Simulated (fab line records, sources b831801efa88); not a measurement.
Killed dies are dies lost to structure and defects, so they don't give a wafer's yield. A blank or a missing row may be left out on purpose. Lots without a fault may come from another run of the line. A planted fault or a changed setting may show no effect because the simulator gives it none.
Which tool did it? | flow gf180mcu | 13 lots, 39 wafers sampled, at 2 steps of a route of 602

WHAT THE GAUGES READ, wafer by wafer
GF_V4_CD_MEAS_14: target cd 260 nm.
lot  | measured     | on        | cd_nm (nm)
L735 | day 25 17:52 | cd_sem-01 | 258.9 259.3 258.8
L736 | day 26 03:37 | cd_sem-01 | 259.5 258.8 260.8
L737 | day 26 08:56 | cd_sem-01 | 258.6 258.7 258.9
L739 | day 27 07:23 | cd_sem-02 | 260.4 260.1 260.4
L740 | day 27 12:22 | cd_sem-02 | 261.2 259.3 259.6
L741 | day 27 19:31 | cd_sem-01 | 261.2 260.3 260.1
L744 | day 28 13:05 | cd_sem-02 | 257.6 257.6 257.5
L749 | day 30 02:50 | cd_sem-02 | 258.6 257.0 257.2
L750 | day 30 07:53 | cd_sem-02 | 260.2 259.8 259.7
L751 | day 30 16:17 | cd_sem-01 | 259.1 258.3 258.3
L752 | day 30 20:55 | cd_sem-02 | 259.9 259.6 259.0
L754 | day 31 11:26 | cd_sem-02 | 261.9 261.4 261.9
L755 | day 31 17:09 | cd_sem-01 | 260.3 259.4 260.4

WHICH TOOL RAN EACH LOT (tool, then ch and the chambers of the sampled wafers, then the start)
lot  | GF_V4_CMP_04
L735 | cmp-01 ch 1,2,3, day 24 20:37
L736 | cmp-01 ch 2,3, day 25 04:56
L737 | cmp-02 ch 0,3, day 25 10:35
L739 | cmp-01 ch 0,1,3, day 26 09:50
L740 | cmp-01 ch 0,1,2, day 26 15:02
L741 | cmp-01 ch 1,2, day 26 23:12
L744 | cmp-02 ch 0,1,3, day 27 16:11
L749 | cmp-01 ch 0,2,3, day 29 06:32
L750 | cmp-01 ch 1,2,3, day 29 12:11
L751 | cmp-01 ch 0,1,3, day 29 20:49
L752 | cmp-02 ch 1,2,3, day 30 01:27
L754 | cmp-02 ch 1,2, day 30 16:44
L755 | cmp-02 ch 2,3, day 30 22:44
- GF_V4_CMP_04: polishes SiO2.

WHAT THE TOOLS THEMSELVES READ (means of the sampled wafers that have a number; where no wafer has one, the mark that the record gives instead)
GF_V4_CMP_04.
lot  | tool   | motor_current_A (A) | time_to_endpoint_s (s)
L735 | cmp-01 | 12.5                | 86
L736 | cmp-01 | 11.8                | 86
L737 | cmp-02 | 12.6                | 77
L739 | cmp-01 | 12.9                | 91
L740 | cmp-01 | 12.4                | 82
L741 | cmp-01 | 12.1                | 81
L744 | cmp-02 | 11.7                | 79
L749 | cmp-01 | 12.3                | 80
L750 | cmp-01 | 12.6                | 81
L751 | cmp-01 | 13.1                | 84
L752 | cmp-02 | 12.1                | 73
L754 | cmp-02 | 12.5                | 78
L755 | cmp-02 | 13.0                | 75

THE ANSWER, worked out from the rows above alone
Rule: what is usual is taken from the lots themselves. Put in order of their means at a reading, lots are off if they are a third of the lots or fewer, leave a main group of 4 or more, and stand apart from it by a gap of 3 or more times the standard deviation of the main group's means; of several such gaps the widest counts. A main group whose means are all the same, to the digits that the tables above print for the reading, isn't used. A lot without any number at a reading at which 4 lots or more have one is off too. The other lots that the step has rows for count as sound. The gauges are gone through in route order, then the tools' own readings, and for those a lot's mean is taken as printed above. The first step at which some lot is off is used, and at that step the reading that is off furthest; a lot without a number counts as furthest.
No lot is off at any reading shown: from this, nothing can be told.

WHAT THE SIMULATOR HAD PUT IN
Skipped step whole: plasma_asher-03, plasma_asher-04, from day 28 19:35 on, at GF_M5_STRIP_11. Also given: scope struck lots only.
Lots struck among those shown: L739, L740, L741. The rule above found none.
